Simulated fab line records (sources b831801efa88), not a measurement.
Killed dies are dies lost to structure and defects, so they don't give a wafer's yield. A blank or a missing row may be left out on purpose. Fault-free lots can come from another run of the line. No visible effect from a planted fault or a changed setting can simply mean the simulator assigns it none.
Which tool is to blame? -- flow sfq_line -- Sampling: 7 lots, 21 wafers, 4 of 325 route steps

WHAT THE GAUGES READ, wafer by wafer
SFQ_R5_THK_MEAS_934: measures by xrf.
lot,measured,on,R5_MONX_THK (nm)
L563,day 50 14:31,film_metro-01,40.0 39.5 39.9
L565,day 50 18:11,film_metro-01,40.2 39.5 40.2
L567,day 53 09:35,film_metro-03,39.9 40.0 40.6
L577,day 68 16:07,film_metro-01,39.3 39.1 39.7
L579,day 69 10:21,film_metro-04,40.1 39.3 39.5
L581,day 69 21:48,film_metro-01,39.4 39.8 40.1
L583,day 70 10:25,film_metro-03,39.6 39.5 38.9

WHAT TOOL EACH LOT RAN ON (gives the tool, then ch and the chambers of the sampled wafers, and finally the start)
lot,SFQ_TRILAYER_I0_VIA_STRIP_STRIP_035,SFQ_TRILAYER_M5_BARC_OPEN_METAL_ETCH_161,SFQ_TRILAYER_M5_ETCH_METAL_ETCH_126
L563,"rie_metal-02 ch 1, day 10 12:19","rie_metal-01 ch 0,1, day 49 09:02","rie_metal-01 ch 0,1, day 49 09:06"
L565,"rie_metal-02 ch 0,1, day 11 15:17","rie_metal-01 ch 0,1, day 49 11:26","rie_metal-01 ch 0,1, day 49 11:30"
L567,"rie_metal-02 ch 0,1, day 12 09:29","rie_metal-03 ch 0,1, day 52 18:36","rie_metal-03 ch 0,1, day 52 18:42"
L577,"rie_metal-02 ch 0, day 15 17:57","rie_metal-03 ch 0,1, day 68 10:03","rie_metal-03 ch 0,1, day 68 10:06"
L579,"rie_metal-02 ch 0,1, day 16 06:22","rie_metal-03 ch 0,1, day 69 04:49","rie_metal-03 ch 0,1, day 69 04:53"
L581,"rie_metal-04 ch 0,1, day 16 17:10","rie_metal-02 ch 1, day 69 15:45","rie_metal-02 ch 1, day 69 15:48"
L583,"rie_metal-03 ch 0,1, day 17 11:10","rie_metal-02 ch 0,1, day 70 03:45","rie_metal-02 ch 0,1, day 70 03:48"
- SFQ_TRILAYER_I0_VIA_STRIP_STRIP_035: strips in O2.
- SFQ_TRILAYER_M5_BARC_OPEN_METAL_ETCH_161: etches BARC in O2, target depth 125 nm, time 41.7 s.
- SFQ_TRILAYER_M5_ETCH_METAL_ETCH_126: etches Nb in Cl2/BCl3, stops on SiO2, time 203.2 s, target depth 265 nm.

THE ANSWER, worked out from the rows above alone
Rule: the lots themselves supply what counts as usual. Put in order of their means at a reading, lots are off if they are a third of the lots or fewer, leave a main group of 4 or more, and stand apart from it by a gap of 3 or more times the standard deviation of the main group's means; of several such gaps the widest counts. Not used: any main group whose means are identical at the precision the tables above print for the reading. A lot without any number at a reading at which 4 lots or more have one is off too. Where the step has rows for the other lots, those lots are counted as sound.
No lot is off on any of the readings shown, so nothing can be concluded from this.

WHAT HAD BEEN PUT IN BY THE SIMULATOR
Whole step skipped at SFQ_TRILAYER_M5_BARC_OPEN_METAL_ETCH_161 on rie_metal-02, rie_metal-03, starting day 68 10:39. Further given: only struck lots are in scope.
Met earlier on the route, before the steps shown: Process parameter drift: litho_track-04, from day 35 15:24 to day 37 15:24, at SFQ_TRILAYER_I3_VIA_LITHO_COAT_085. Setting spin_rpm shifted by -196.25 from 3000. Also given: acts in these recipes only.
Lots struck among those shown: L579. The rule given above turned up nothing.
